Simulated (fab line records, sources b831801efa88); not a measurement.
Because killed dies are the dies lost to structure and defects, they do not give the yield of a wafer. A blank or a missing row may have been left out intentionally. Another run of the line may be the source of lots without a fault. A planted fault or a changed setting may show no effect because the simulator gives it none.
Matching of chambers -- flow sky130 -- SKY_POLY_GATE_ETCH_15 on rie diel-01: 4 sister chambers
The step etches BARC in N2/H2, stops on SiO2, time 118.5 s, target depth 110 nm. 14 wafers are shown with their chamber, then 7 later ones without.

== WAFERS WITH THEIR CHAMBER ==
wafer,chamber,drypump motor current A (A),throttle valve pct (%),oes product au (a.u.)
L390.1,1,4.6,13.221,0.728
L390.3,3,5.4,13.222,0.721
L390.6,1,4.7,13.223,0.714
L393.1,3,5.4,13.232,0.716
L393.2,1,4.6,13.209,0.718
L393.3,2,5.9,13.200,0.714
L398.2,1,4.6,13.229,0.718
L398.4,3,5.4,13.237,0.705
L398.6,1,4.7,13.221,0.718
L401.1,0,5.6,13.210,0.712
L401.5,0,5.6,13.214,0.721
L401.6,3,5.4,13.216,0.710
L408.3,0,5.6,13.202,0.727
L408.4,3,5.4,13.214,0.714

SIGNATURES (averages over the wafers above)
reading,chamber 0,chamber 1,chamber 2,chamber 3,scatter within a chamber
drypump motor current A,5.600,4.640,5.900,5.400,0.0346
throttle valve pct,13.20867,13.22060,13.20000,13.22420,0.00829
oes product au,0.72000,0.71920,0.71400,0.71320,0.00608
Rule: distance of a wafer from a chamber = root of the sum over the readings of ((wafer's reading minus chamber's mean) / reading's scatter) squared. If the next closest chamber is less than 2 further off than the closest, the wafer can't be placed; otherwise it belongs to the closest. The scatter: the root of (the sum of the squares of (reading less its chamber's mean) over the shown wafers, divided by (wafers less chambers)).

== WAFERS MISSING THEIR CHAMBER ==
wafer,drypump motor current A (A),throttle valve pct (%),oes product au (a.u.)
L408.6,5.4,13.204,0.718
L410.1,5.6,13.193,0.719
L410.2,5.8,13.206,0.713
L410.6,5.9,13.212,0.710
L411.1,4.7,13.226,0.714
L411.4,5.6,13.210,0.720
L411.5,5.4,13.227,0.720

== EACH ONE'S CHAMBER ==
wafer,from the rows above,in truth
L408.6,3,3
L410.1,0,0
L410.2,2,2
L410.6,2,2
L411.1,1,1
L411.4,0,0
L411.5,3,3
Placed correctly: 7 of 7. Number that these rows cannot place: 0. Placed wrongly: 0.
